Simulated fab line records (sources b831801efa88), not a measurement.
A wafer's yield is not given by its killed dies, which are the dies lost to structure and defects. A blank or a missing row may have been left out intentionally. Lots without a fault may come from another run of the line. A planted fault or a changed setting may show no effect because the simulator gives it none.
fab line records | flow sky130 | part 1 of 2: steps 1 to 26 of 38
record: lots: 5 | wafers: 15 | lastDay: 49
route steps=708 shown VIA2@516 METAL3@532 CAPM@537
lots that met no fault: taken from a fault-free run of the same line
startH: hours from the record's opening day to when the first of the lot's shown wafers began | waitH: time in hours since the lot's previous step | " same as the row above | L1.1+2: one row covering several wafers at once | - value missing, or start not given | * or withheld: withheld | < > ~ a bound
route shown NAME@n: a module of which the file shows steps, and the number in the route of the first | usual: mean/standard deviation taken from wafers without a fault | same: alike in all rows | chamber/n: place in a boat | sites: readings site by site | _std_site: their standard deviation | _edge_site: mean of outer sites minus mean of inner sites | radiusMm: how far each site lies from the wafer's centre | mask NAME#n: copy n | behind: the tool/chamber that last shaped the wafer | hold: reason for holding the lot/hours on hold/outcome of the hold | device: the n, p or np transistor that did not switch | end of line: the route-end tests of the same wafers | a step without rows: its recipe alone | killed: count of dies lost to structure and defects at first sort (not the wafer's yield) | map: the dies of a wafer, with x for killed, . for not killed, _ for no die there
set.NAME: setting as actually run; set.NAME@STEP: the setting as run at that earlier step | model.NAME: the simulator's own value behind a step, which no gauge read
a table for each step, a row for each wafer; lots at some steps of the route
services: from which hour (startH, from the record's first day; less than 0 if before it) a tool's chamber was out of use, for how many hours, and why
== steps ==
step: SKY_VIA2_EXPOSE_09
recipe: maskId: VIM2 | na: 0.8 | sourceShape: annular | sigmaInner: 0.55 | sigmaOuter: 0.85 | targetCdNm: 200 | doseMj: 38
usual: reticleTempC: 23.01/0.1
same: sigmaOuter: 0.85
lot.wafer | tool          | chamber | startH | waitH | mask   | reticleTempC
L076.2    | krfScanner-02 | 0       | -      | -     | VIM2#0 | 23.03
L076.3    | "             | 0       | "      | "     | VIM2#0 | 23.08
L076.6    | "             | 0       | "      | "     | VIM2#0 | 23.10
L081.1    | krfScanner-02 | 0       | -      | -     | VIM2#0 | 23.08
L081.4    | "             | 0       | "      | "     | VIM2#0 | 23.13
L081.5    | "             | 0       | "      | "     | VIM2#0 | 23.08
L084.1    | krfScanner-01 | 0       | -      | -     | VIM2#0 | 22.88
L084.3    | "             | 0       | "      | "     | VIM2#0 | 22.88
L084.6    | "             | 0       | "      | "     | VIM2#0 | 22.93
L085.1    | krfScanner-01 | 0       | -      | -     | VIM2#0 | 23.15
L085.5    | "             | 0       | "      | "     | VIM2#0 | 23.05
L085.6    | "             | 0       | "      | "     | VIM2#0 | 23.02
L090.3    | krfScanner-01 | 0       | -      | -     | VIM2#0 | 23.01
L090.5    | "             | 0       | "      | "     | VIM2#0 | 22.94
L090.6    | "             | 0       | "      | "     | VIM2#0 | 22.84
step: SKY_VIA2_PEB_10
recipe: pebTempC: withheld | pebTimeS: withheld | resist: KrF-thick
lot.wafer  | tool          | chamber | startH | waitH
L076.2+3+6 | lithoTrack-01 | 0       | -      | -
L081.1+4+5 | lithoTrack-01 | 0       | -      | -
L084.1+3+6 | lithoTrack-02 | 0       | -      | -
L085.1+5+6 | lithoTrack-02 | 0       | -      | -
L090.3+5+6 | lithoTrack-01 | 0       | -      | -
step: SKY_VIA2_DEVELOP_11
recipe: developTimeS: 60 | resist: KrF-thick | devTempC: 20.37
lot.wafer  | tool          | chamber | startH | waitH
L076.2+3+6 | lithoTrack-01 | 0       | -      | -
L081.1+4+5 | lithoTrack-01 | 0       | -      | -
L084.1+3+6 | lithoTrack-02 | 0       | -      | -
L085.1+5+6 | lithoTrack-02 | 0       | -      | -
L090.3+5+6 | lithoTrack-01 | 0       | -      | -
step: SKY_VIA2_CD_MEAS_12
recipe: targetCdNm: 200
usual: cdNm: 200.0/1.4
lot.wafer | tool     | chamber | startH | waitH | cdNm
L076.2    | cdSem-02 | -       | 862.63 | -     | 200.2
L076.3    | "        | -       | "      | "     | 200.2
L076.6    | "        | -       | "      | "     | 200.3
L081.1    | cdSem-02 | -       | 904.86 | -     | 200.6
L081.4    | "        | -       | "      | "     | 200.5
L081.5    | "        | -       | "      | "     | 200.9
L084.1    | cdSem-02 | -       | 926.42 | -     | 201.8
L084.3    | "        | -       | "      | "     | 200.8
L084.6    | "        | -       | "      | "     | 200.6
L085.1    | cdSem-02 | -       | 934.02 | -     | 198.6
L085.5    | "        | -       | "      | "     | 199.5
L085.6    | "        | -       | "      | "     | 199.7
L090.3    | cdSem-01 | -       | 966.85 | -     | 200.9
L090.5    | "        | -       | "      | "     | 201.3
L090.6    | "        | -       | "      | "     | 201.3
step: SKY_VIA2_OVL_MEAS_13
usual: VIA2_OVL: -4/5.6
lot.wafer | tool       | chamber | startH | waitH | VIA2_OVL[nm]
L076.2    | overlay-02 | -       | 862.74 | 0.1   | -10
L076.3    | "          | -       | "      | "     | -6
L076.6    | "          | -       | "      | "     | -5
L081.1    | overlay-02 | -       | 904.98 | 0.1   | -4
L081.4    | "          | -       | "      | "     | 4
L081.5    | "          | -       | "      | "     | -1
L084.1    | overlay-01 | -       | 926.54 | 0.1   | -2
L084.3    | "          | -       | "      | "     | -3
L084.6    | "          | -       | "      | "     | -6
L085.1    | overlay-01 | -       | 934.14 | 0.1   | 5
L085.5    | "          | -       | "      | "     | 5
L085.6    | "          | -       | "      | "     | 4
L090.3    | overlay-02 | -       | 966.95 | 0.1   | -7
L090.5    | "          | -       | "      | "     | -7
L090.6    | "          | -       | "      | "     | -8
step: SKY_VIA2_ETCH_14
recipe: chemistry: N2/H2 | target: BARC | ionEnergyEv: 200 | sourceW: 500 | biasW: 100 | pressureMtorr: 30 | n2FlowSccm: 100 | h2FlowSccm: 200 | stopOn: SiO2 | timeS: 45.9 | targetDepthA: 600
usual: drypumpMotorCurrentA: 5.5/0.41 | oesProductAu: 0.854/0.0048 | throttleValvePct: 13.226/0.0081
lot.wafer | tool       | chamber | startH | waitH | drypumpMotorCurrentA | oesProductAu | rfHoursCounterH | throttleValvePct
L076.2    | rieDiel-01 | 1       | 862.77 | 0.0   | 4.9                  | 0.865        | 2               | 13.231
L076.3    | "          | 2       | "      | "     | 5.8                  | 0.856        | 7               | 13.221
L076.6    | "          | 0       | "      | "     | 5.9                  | 0.853        | -               | 13.230
L081.1    | rieDiel-01 | 1       | 905.02 | 0.0   | 4.9                  | 0.859        | 4               | 13.238
L081.4    | "          | 0       | "      | "     | 5.9                  | 0.845        | 20              | 13.222
L081.5    | "          | 1       | "      | "     | 4.9                  | 0.851        | -               | 13.234
L084.1    | rieDiel-01 | 0       | 926.58 | 0.0   | 5.9                  | 0.858        | 21              | 13.223
L084.3    | "          | 3       | "      | "     | 5.7                  | 0.859        | 15              | 13.235
L084.6    | "          | 3       | "      | "     | 5.7                  | 0.854        | -               | 13.240
L085.1    | rieDiel-04 | 2       | 934.18 | 0.0   | 5.7                  | 0.860        | 9               | 13.219
L085.5    | "          | 0       | "      | "     | 5.4                  | 0.853        | -               | 13.237
L085.6    | "          | 2       | "      | "     | 5.7                  | 0.852        | -               | 13.227
L090.3    | rieDiel-04 | 0       | 966.97 | 0.0   | 5.5                  | 0.863        | 10              | 13.222
L090.5    | "          | 0       | "      | "     | 5.4                  | 0.848        | -               | 13.227
L090.6    | "          | 2       | "      | "     | 5.7                  | 0.858        | -               | 13.234
step: SKY_VIA2_ETCH_15
recipe: target: SiO2 | chemistry: C4F8/O2/Ar | targetDepthNm: 546 | stopOn: TiN | maskMaterial: KrF-thick | sourceW: 1500 | biasW: 1200 | pressureMtorr: 40 | c4f8FlowSccm: withheld | O2_flow_sccm: 6 | Ar_flow_sccm: 300 | timeS: 84
usual: oesProductAu: 0.940/0.0051
lot.wafer | tool       | chamber | startH | waitH | oesProductAu | rfHoursCounterH
L076.2    | rieDiel-01 | 1       | 862.81 | 0.0   | 0.943        | 2
L076.3    | "          | 2       | "      | "     | 0.932        | 7
L076.6    | "          | 0       | "      | "     | 0.945        | -
L081.1    | rieDiel-01 | 1       | 905.06 | 0.0   | 0.942        | 4
L081.4    | "          | 0       | "      | "     | 0.942        | 20
L081.5    | "          | 1       | "      | "     | 0.946        | -
L084.1    | rieDiel-01 | 0       | 926.62 | 0.0   | 0.937        | 21
L084.3    | "          | 3       | "      | "     | 0.941        | 15
L084.6    | "          | 3       | "      | "     | 0.936        | -
L085.1    | rieDiel-04 | 2       | 934.22 | 0.0   | 0.940        | 9
L085.5    | "          | 0       | "      | "     | 0.938        | -
L085.6    | "          | 2       | "      | "     | 0.942        | -
L090.3    | rieDiel-04 | 0       | 967.01 | 0.0   | 0.935        | 10
L090.5    | "          | 0       | "      | "     | 0.941        | -
L090.6    | "          | 2       | "      | "     | 0.935        | -
step: SKY_VIA2_STRIP_16
recipe: chemistry: O2/N2 | powerW: 1400 | pressureMtorr: 1500 | platenTempC: withheld | o2FlowSccm: 3000 | n2FlowSccm: 300 | overashFraction: 0.5
usual: drypumpMotorCurrentA: 5.70/0.29 | o2FlowSccm: 3001/8.3 | oesProductAu: 0.398/0.0047 | stripTimeToEndpointS: 4.045/0.029
lot.wafer | tool           | chamber | startH | waitH | drypumpMotorCurrentA | o2FlowSccm | oesProductAu | rfHoursCounterH | stripTimeToEndpointS
L076.2    | plasmaAsher-01 | 1       | 862.87 | 0.0   | 5.59                 | 2992       | 0.404        | 101             | 4.036
L076.3    | "              | 0       | "      | "     | 6.10                 | 3002       | 0.390        | -               | 4.004
L076.6    | "              | 1       | "      | "     | 5.60                 | 2991       | 0.405        | -               | 4.034
L081.1    | plasmaAsher-01 | 0       | 905.13 | 0.0   | 6.10                 | 3008       | 0.405        | 106             | 4.011
L081.4    | "              | 1       | "      | "     | 5.61                 | 3019       | 0.394        | -               | 4.012
L081.5    | "              | 0       | "      | "     | 6.11                 | 3015       | 0.393        | -               | 4.030
L084.1    | plasmaAsher-02 | 0       | 926.69 | 0.0   | 5.65                 | 3004       | 0.400        | 18              | 4.048
L084.3    | "              | 0       | "      | "     | 5.62                 | 3009       | 0.395        | -               | 4.092
L084.6    | "              | 0       | "      | "     | 5.65                 | 2999       | 0.401        | -               | 4.073
L085.1    | plasmaAsher-01 | 0       | 934.29 | 0.0   | 6.07                 | 2998       | 0.409        | 109             | 4.077
L085.5    | "              | 0       | "      | "     | 6.10                 | 2994       | 0.399        | -               | 4.002
L085.6    | "              | 1       | "      | "     | 5.59                 | 2999       | 0.405        | -               | 4.053
L090.3    | plasmaAsher-01 | 0       | 967.11 | 0.1   | 6.09                 | 2997       | 0.397        | -               | 4.061
L090.5    | "              | 0       | "      | "     | 6.09                 | 2996       | 0.405        | -               | 4.075
L090.6    | "              | 1       | "      | "     | 5.62                 | 3010       | 0.400        | -               | 4.075
step: SKY_VIA2_STRIP_17
recipe: chemistry: postEtchResidueRemover | timeS: 1200 | tempC: 72.5
lot.wafer  | tool        | chamber | startH | waitH
L076.2+3+6 | wetBench-03 | 2       | 862.97 | 0.1
L081.1+4+5 | wetBench-03 | 2       | 905.23 | 0.1
L084.1+3+6 | wetBench-01 | 0       | 926.79 | 0.1
L085.1+5+6 | wetBench-01 | 2       | 934.39 | 0.1
L090.3+5+6 | wetBench-01 | 1       | 967.18 | 0.0
step: SKY_VIA2_CLEAN_18
recipe: chemistry: IPA | timeS: 180 | tempC: 25
lot.wafer  | tool        | chamber | startH | waitH
L076.2+3+6 | wetBench-01 | 0       | 863.32 | 0.0
L081.1+4+5 | wetBench-01 | 0       | 905.60 | 0.0
L084.1+3+6 | wetBench-04 | 3       | 927.13 | 0.0
L085.1+5+6 | wetBench-04 | 0       | 934.73 | 0.0
L090.3+5+6 | wetBench-04 | 2       | 967.52 | 0.0
step: SKY_VIA2_CLEAN_19
recipe: chemistry: O3/DIW | dry: n2Spin
lot.wafer  | tool        | chamber | startH | waitH
L076.2+3+6 | wetBench-04 | 1       | 863.37 | 0.0
L081.1+4+5 | wetBench-04 | 0       | 905.66 | 0.0
L084.1+3+6 | wetBench-03 | 0       | 927.19 | 0.0
L085.1+5+6 | wetBench-01 | 2       | 934.79 | 0.0
L090.3+5+6 | wetBench-03 | 2       | 967.58 | 0.0
step: SKY_VIA2_SPUTTER_20
recipe: material: TiN | targetThkNm: 20 | chamberPressurePa: 5 | powerW: 4000 | timeS: 80
usual: throttleValvePct: 30.1/0.92
lot.wafer | tool          | chamber | startH | waitH | throttleValvePct
L076.2    | pvdSputter-01 | -       | 863.47 | 0.0   | 29.3
L076.3    | "             | -       | "      | "     | 30.6
L076.6    | "             | -       | "      | "     | 30.8
L081.1    | pvdSputter-03 | -       | 905.75 | 0.0   | 29.5
L081.4    | "             | -       | "      | "     | 30.2
L081.5    | "             | -       | "      | "     | 29.2
L084.1    | pvdSputter-01 | -       | 927.29 | 0.0   | 29.3
L084.3    | "             | -       | "      | "     | 30.5
L084.6    | "             | -       | "      | "     | 29.3
L085.1    | pvdSputter-03 | -       | 934.88 | 0.0   | 29.4
L085.5    | "             | -       | "      | "     | 29.2
L085.6    | "             | -       | "      | "     | 29.6
L090.3    | pvdSputter-03 | -       | 967.67 | 0.0   | 31.1
L090.5    | "             | -       | "      | "     | 30.0
L090.6    | "             | -       | "      | "     | 30.8
step: SKY_VIA2_CVD_21
recipe: material: W | targetThkNm: 420 | timeS: 126.4 | tempC: 400 | pressureTorr: 40
usual: heaterPowerW: 825/28
lot.wafer | tool    | chamber | startH | waitH | heaterPowerW
L076.2    | cvdW-02 | 0       | 863.53 | 0.0   | 865
L076.3    | "       | 0       | "      | "     | 890
L076.6    | "       | 1       | "      | "     | 834
L081.1    | cvdW-01 | 1       | 905.81 | 0.0   | 841
L081.4    | "       | 1       | "      | "     | 814
L081.5    | "       | 1       | "      | "     | 838
L084.1    | cvdW-02 | 1       | 927.35 | 0.0   | 778
L084.3    | "       | 0       | "      | "     | 798
L084.6    | "       | 0       | "      | "     | 793
L085.1    | cvdW-01 | 1       | 934.94 | 0.0   | 828
L085.5    | "       | 1       | "      | "     | 815
L085.6    | "       | 0       | "      | "     | 819
L090.3    | cvdW-01 | 0       | 967.78 | 0.1   | 840
L090.5    | "       | 1       | "      | "     | 808
L090.6    | "       | 0       | "      | "     | 853
step: SKY_VIA2_RS_MEAS_22
recipe: thkMeasGauge: four-point-probe | reads: W_of_VIA2_CVD_21+TiN_of_VIA2_SPUTTER_20
usual: VIA2_W_RS: 0.2754/0.0024
lot.wafer | tool         | chamber | startH | waitH | VIA2_W_RS[ohm/sq]
L076.2    | filmMetro-01 | -       | 863.68 | 0.1   | 0.2746
L076.3    | "            | -       | "      | "     | 0.2761
L076.6    | "            | -       | "      | "     | 0.2796
L081.1    | filmMetro-04 | -       | 905.94 | 0.1   | 0.2754
L081.4    | "            | -       | "      | "     | 0.2786
L081.5    | "            | -       | "      | "     | 0.2733
L084.1    | filmMetro-02 | -       | 927.48 | 0.1   | 0.2767
L084.3    | "            | -       | "      | "     | 0.2780
L084.6    | "            | -       | "      | "     | 0.2739
L085.1    | filmMetro-04 | -       | 935.07 | 0.1   | 0.2744
L085.5    | "            | -       | "      | "     | 0.2735
L085.6    | "            | -       | "      | "     | 0.2738
L090.3    | filmMetro-02 | -       | 967.90 | 0.1   | 0.2745
L090.5    | "            | -       | "      | "     | 0.2752
L090.6    | "            | -       | "      | "     | 0.2749
step: SKY_VIA2_THK_MEAS_23
recipe: thkMeasGauge: xrf | reads: W_of_VIA2_CVD_21
usual: VIA2_W_THK: 387/6.1
lot.wafer | tool         | chamber | startH | waitH | VIA2_W_THK[nm]
L076.2    | filmMetro-01 | -       | 863.79 | 0.1   | 385
L076.3    | "            | -       | "      | "     | 380
L076.6    | "            | -       | "      | "     | 377
L081.1    | filmMetro-04 | -       | 906.06 | 0.1   | 392
L081.4    | "            | -       | "      | "     | 390
L081.5    | "            | -       | "      | "     | 394
L084.1    | filmMetro-02 | -       | 927.60 | 0.1   | 386
L084.3    | "            | -       | "      | "     | 383
L084.6    | "            | -       | "      | "     | 387
L085.1    | filmMetro-04 | -       | 935.19 | 0.1   | 399
L085.5    | "            | -       | "      | "     | 396
L085.6    | "            | -       | "      | "     | 396
L090.3    | filmMetro-02 | -       | 968.00 | 0.1   | 387
L090.5    | "            | -       | "      | "     | 386
L090.6    | "            | -       | "      | "     | 386
step: SKY_VIA2_CMP_24
recipe: stopOn: SiO2 | tOverpolishS: 20 | downForcePsi: 3.5 | platenRpm: 60 | targetThkNm: 0 | padVelocityMS: 0.94248
usual: motorCurrentA: 11.2/0.94 | overpolishRunS: 20.000/0.0085 | retainingRingPressureFrac: 1.000/0.0044 | timeToEndpointS: 100/4
lot.wafer | tool   | chamber | startH | waitH | motorCurrentA | overpolishRunS | retainingRingPressureFrac | timeToEndpointS
L076.3    | cmp-02 | 2       | 863.84 | 0.0   | 12.2          | 19.982         | 0.989                     | 101
L076.2    | "      | 3       | "      | "     | 11.1          | 20.000         | 0.999                     | 95
L076.6    | "      | 3       | "      | "     | 10.9          | 19.990         | 0.998                     | 96
L081.4    | cmp-02 | 1       | 906.12 | 0.0   | 11.9          | 19.985         | 1.002                     | 96
L081.1    | "      | 3       | "      | "     | 10.9          | 20.003         | 1.003                     | 94
L081.5    | "      | 1       | "      | "     | 13.2          | 19.994         | 1.003                     | 96
L084.3    | cmp-01 | 1       | 927.71 | 0.1   | 12.2          | 20.004         | 0.997                     | 103
L084.1    | "      | 3       | "      | "     | 11.9          | 19.990         | 1.005                     | 100
L084.6    | "      | 1       | "      | "     | 11.7          | 19.995         | 1.002                     | 107
L085.1    | cmp-02 | 1       | 935.51 | 0.3   | 12.7          | 19.988         | 1.002                     | 93
L085.6    | "      | 2       | "      | "     | 11.4          | 20.000         | 1.005                     | 98
L085.5    | "      | 3       | "      | "     | 11.0          | 19.995         | 1.004                     | 96
L090.3    | cmp-02 | 0       | 968.04 | 0.0   | 10.8          | 20.009         | 1.014                     | 103
L090.6    | "      | 0       | "      | "     | 9.8           | 20.001         | 1.004                     | 103
L090.5    | "      | 1       | "      | "     | 12.3          | 20.000         | 1.002                     | 97
step: SKY_METAL3_SPUTTER_00
recipe: material: Ti | targetThkNm: 15 | powerW: 3000 | timeS: 10 | chamberPressurePa: 0.4
usual: throttleValvePct: 29.7/1
lot.wafer | tool          | chamber | startH | waitH | throttleValvePct
L076.2    | pvdSputter-04 | -       | 864.14 | 0.2   | 30.5
L076.3    | "             | -       | "      | "     | 30.7
L076.6    | "             | -       | "      | "     | 30.9
L081.1    | pvdSputter-02 | -       | 906.42 | 0.1   | 28.5
L081.4    | "             | -       | "      | "     | 29.7
L081.5    | "             | -       | "      | "     | 28.4
L084.1    | pvdSputter-04 | -       | 927.96 | 0.1   | 30.6
L084.3    | "             | -       | "      | "     | 29.8
L084.6    | "             | -       | "      | "     | 30.5
L085.1    | pvdSputter-01 | -       | 935.66 | 0.1   | 29.3
L085.5    | "             | -       | "      | "     | 30.9
L085.6    | "             | -       | "      | "     | 30.5
L090.3    | pvdSputter-02 | -       | 968.34 | 0.2   | 30.2
L090.5    | "             | -       | "      | "     | 29.2
L090.6    | "             | -       | "      | "     | 29.9
step: SKY_METAL3_SPUTTER_01
recipe: material: TiN | targetThkNm: 20 | powerW: 6500 | timeS: 16.7 | chamberPressurePa: 0.4
usual: throttleValvePct: 29.7/1.1
lot.wafer | tool          | chamber | startH | waitH | throttleValvePct
L076.2    | pvdSputter-04 | -       | 864.16 | 0.0   | 30.4
L076.3    | "             | -       | "      | "     | 30.8
L076.6    | "             | -       | "      | "     | 30.9
L081.1    | pvdSputter-02 | -       | 906.44 | 0.0   | 28.5
L081.4    | "             | -       | "      | "     | 29.9
L081.5    | "             | -       | "      | "     | 28.0
L084.1    | pvdSputter-04 | -       | 927.98 | 0.0   | 30.6
L084.3    | "             | -       | "      | "     | 29.7
L084.6    | "             | -       | "      | "     | 30.1
L085.1    | pvdSputter-01 | -       | 935.68 | 0.0   | 29.3
L085.5    | "             | -       | "      | "     | 31.5
L085.6    | "             | -       | "      | "     | 30.8
L090.3    | pvdSputter-02 | -       | 968.37 | 0.0   | 30.2
L090.5    | "             | -       | "      | "     | 29.2
L090.6    | "             | -       | "      | "     | 30.2
step: SKY_METAL3_SPUTTER_02
recipe: material: AlCu | targetThkNm: 735 | powerW: 10600 | timeS: 39.1 | chamberPressurePa: 0.4
usual: throttleValvePct: 29.8/1
lot.wafer | tool          | chamber | startH | waitH | throttleValvePct
L076.2    | pvdSputter-04 | -       | 864.19 | 0.0   | 30.2
L076.3    | "             | -       | "      | "     | 30.6
L076.6    | "             | -       | "      | "     | 30.9
L081.1    | pvdSputter-02 | -       | 906.47 | 0.0   | 28.9
L081.4    | "             | -       | "      | "     | 29.9
L081.5    | "             | -       | "      | "     | 28.0
L084.1    | pvdSputter-04 | -       | 928.01 | 0.0   | 31.0
L084.3    | "             | -       | "      | "     | 30.0
L084.6    | "             | -       | "      | "     | 30.2
L085.1    | pvdSputter-01 | -       | 935.71 | 0.0   | 29.3
L085.5    | "             | -       | "      | "     | 31.4
L085.6    | "             | -       | "      | "     | 30.6
L090.3    | pvdSputter-02 | -       | 968.39 | 0.0   | 30.1
L090.5    | "             | -       | "      | "     | 29.2
L090.6    | "             | -       | "      | "     | 30.2
step: SKY_METAL3_SPUTTER_03
recipe: material: Ti | targetThkNm: 5 | powerW: 3000 | timeS: 3.3 | chamberPressurePa: 0.4
usual: throttleValvePct: 29.8/1.1
lot.wafer | tool          | chamber | startH | waitH | throttleValvePct
L076.2    | pvdSputter-04 | -       | 864.22 | 0.0   | 30.6
L076.3    | "             | -       | "      | "     | 30.7
L076.6    | "             | -       | "      | "     | 30.9
L081.1    | pvdSputter-02 | -       | 906.51 | 0.0   | 28.5
L081.4    | "             | -       | "      | "     | 30.1
L081.5    | "             | -       | "      | "     | 28.0
L084.1    | pvdSputter-04 | -       | 928.05 | 0.0   | 30.9
L084.3    | "             | -       | "      | "     | 29.8
L084.6    | "             | -       | "      | "     | 30.4
L085.1    | pvdSputter-01 | -       | 935.75 | 0.0   | 29.3
L085.5    | "             | -       | "      | "     | 31.4
L085.6    | "             | -       | "      | "     | 30.6
L090.3    | pvdSputter-02 | -       | 968.43 | 0.0   | 30.0
L090.5    | "             | -       | "      | "     | 29.6
L090.6    | "             | -       | "      | "     | 30.3
step: SKY_METAL3_SPUTTER_04
recipe: material: TiN | targetThkNm: 70 | powerW: 6500 | timeS: 58.3 | chamberPressurePa: 0.4
usual: throttleValvePct: 29.7/1.1
lot.wafer | tool          | chamber | startH | waitH | throttleValvePct
L076.2    | pvdSputter-04 | -       | 864.24 | 0.0   | 30.5
L076.3    | "             | -       | "      | "     | 30.9
L076.6    | "             | -       | "      | "     | 31.0
L081.1    | pvdSputter-02 | -       | 906.52 | 0.0   | 28.5
L081.4    | "             | -       | "      | "     | 29.9
L081.5    | "             | -       | "      | "     | 28.3
L084.1    | pvdSputter-04 | -       | 928.07 | 0.0   | 30.9
L084.3    | "             | -       | "      | "     | 29.5
L084.6    | "             | -       | "      | "     | 30.3
L085.1    | pvdSputter-01 | -       | 935.76 | 0.0   | 29.1
L085.5    | "             | -       | "      | "     | 31.5
L085.6    | "             | -       | "      | "     | 30.4
L090.3    | pvdSputter-02 | -       | 968.45 | 0.0   | 30.2
L090.5    | "             | -       | "      | "     | 29.2
L090.6    | "             | -       | "      | "     | 30.3
step: SKY_CAPM_CVD_00
recipe: material: SiO2 | targetThkNm: 15.5 | tempC: 400 | timeS: withheld | rfW: 450
usual: heaterPowerW: 744/94
lot.wafer | tool     | chamber | startH | waitH | heaterPowerW
L076.2    | pecvd-01 | 2       | 864.29 | 0.0   | 806
L076.3    | "        | 0       | "      | "     | 668
L076.6    | "        | 2       | "      | "     | 794
L081.1    | pecvd-02 | 0       | 906.57 | 0.0   | 623
L081.4    | "        | 0       | "      | "     | 619
L081.5    | "        | 2       | "      | "     | 873
L084.1    | pecvd-02 | 1       | 928.12 | 0.0   | 943
L084.3    | "        | 0       | "      | "     | 607
L084.6    | "        | 2       | "      | "     | 831
L085.1    | pecvd-04 | 1       | 935.81 | 0.0   | 822
L085.5    | "        | 2       | "      | "     | 629
L085.6    | "        | 1       | "      | "     | 819
L090.3    | pecvd-04 | 1       | 968.50 | 0.0   | 756
L090.5    | "        | 1       | "      | "     | 780
L090.6    | "        | 2       | "      | "     | 677
step: SKY_CAPM_THK_MEAS_01
recipe: reads: SiO2_of_CAPM_CVD_00
usual: CAPM_CVD_00_THK: 15.50/0.21
lot.wafer | tool         | chamber | startH | waitH | CAPM_CVD_00_THK[nm]
L076.2    | filmMetro-02 | -       | 864.32 | -     | 15.13
L076.3    | "            | -       | "      | "     | 15.08
L076.6    | "            | -       | "      | "     | 15.39
L081.1    | filmMetro-03 | -       | 906.60 | -     | 15.42
L081.4    | "            | -       | "      | "     | 15.62
L081.5    | "            | -       | "      | "     | 15.49
L084.1    | filmMetro-03 | -       | 928.14 | -     | 15.64
L084.3    | "            | -       | "      | "     | 15.63
L084.6    | "            | -       | "      | "     | 15.70
L085.1    | filmMetro-04 | -       | 935.83 | -     | 15.10
L085.5    | "            | -       | "      | "     | 15.35
L085.6    | "            | -       | "      | "     | 15.41
L090.3    | filmMetro-04 | -       | 968.54 | -     | 15.32
L090.5    | "            | -       | "      | "     | 15.53
L090.6    | "            | -       | "      | "     | 15.65
step: SKY_CAPM_SPUTTER_02
recipe: material: TiN | targetThkNm: 200 | tempC: 300 | powerW: 6334 | timeS: 166.7 | chamberPressurePa: 0.4
usual: substrateTempC: 299.96/0.21 | throttleValvePct: 29.9/0.86
lot.wafer | tool          | chamber | startH | waitH | substrateTempC | throttleValvePct
L076.2    | pvdSputter-03 | -       | 864.37 | 0.0   | 300.00         | 29.9
L076.3    | "             | -       | "      | "     | 300.12         | 30.0
L076.6    | "             | -       | "      | "     | 299.76         | 29.3
L081.1    | pvdSputter-03 | -       | 906.66 | 0.1   | 299.73         | 30.8
L081.4    | "             | -       | "      | "     | 300.32         | 29.6
L081.5    | "             | -       | "      | "     | 300.19         | 29.9
L084.1    | pvdSputter-01 | -       | 928.20 | 0.1   | 300.25         | 29.4
L084.3    | "             | -       | "      | "     | 299.78         | 31.1
L084.6    | "             | -       | "      | "     | 300.13         | 31.2
L085.1    | pvdSputter-03 | -       | 935.89 | 0.1   | 299.85         | 29.0
L085.5    | "             | -       | "      | "     | 299.71         | 29.5
L085.6    | "             | -       | "      | "     | 299.66         | 29.6
L090.3    | pvdSputter-03 | -       | 968.58 | 0.0   | 299.76         | 29.3
L090.5    | "             | -       | "      | "     | 300.24         | 31.0
L090.6    | "             | -       | "      | "     | 299.61         | 29.5
step: SKY_CAPM_RS_MEAS_03
recipe: thkMeasGauge: four-point-probe | reads: TiN_of_CAPM_SPUTTER_02
usual: CAPM_TIN_RS: 7.10/0.072
lot.wafer | tool         | chamber | startH | waitH | CAPM_TIN_RS[ohm/sq]
L076.2    | filmMetro-02 | -       | 864.50 | 0.1   | 7.14
L076.3    | "            | -       | "      | "     | 7.08
L076.6    | "            | -       | "      | "     | 7.17
L081.1    | filmMetro-04 | -       | 906.76 | 0.1   | 7.18
L081.4    | "            | -       | "      | "     | 7.17
L081.5    | "            | -       | "      | "     | 7.18
L084.1    | filmMetro-04 | -       | 928.31 | 0.1   | 7.21
L084.3    | "            | -       | "      | "     | 7.26
L084.6    | "            | -       | "      | "     | 7.18
L085.1    | filmMetro-04 | -       | 936.00 | 0.1   | 7.16
L085.5    | "            | -       | "      | "     | 7.17
L085.6    | "            | -       | "      | "     | 7.07
L090.3    | filmMetro-03 | -       | 968.73 | 0.1   | 7.14
L090.5    | "            | -       | "      | "     | 7.15
L090.6    | "            | -       | "      | "     | 7.13
step: SKY_CAPM_THK_MEAS_04
recipe: thkMeasGauge: xrf | reads: TiN_of_CAPM_SPUTTER_02
usual: CAPM_TIN_THK: 193.5/2.4
lot.wafer | tool         | chamber | startH | waitH | CAPM_TIN_THK[nm]
L076.2    | filmMetro-02 | -       | 864.61 | 0.1   | 194.3
L076.3    | "            | -       | "      | "     | 196.4
L076.6    | "            | -       | "      | "     | 192.5
L081.1    | filmMetro-04 | -       | 906.88 | 0.1   | 193.5
L081.4    | "            | -       | "      | "     | 192.8
L081.5    | "            | -       | "      | "     | 193.8
L084.1    | filmMetro-04 | -       | 928.43 | 0.1   | 191.3
L084.3    | "            | -       | "      | "     | 189.0
L084.6    | "            | -       | "      | "     | 191.3
L085.1    | filmMetro-04 | -       | 936.12 | 0.1   | 191.9
L085.5    | "            | -       | "      | "     | 190.4
L085.6    | "            | -       | "      | "     | 193.9
L090.3    | filmMetro-03 | -       | 968.83 | 0.1   | 191.2
L090.5    | "            | -       | "      | "     | 190.2
L090.6    | "            | -       | "      | "     | 190.8
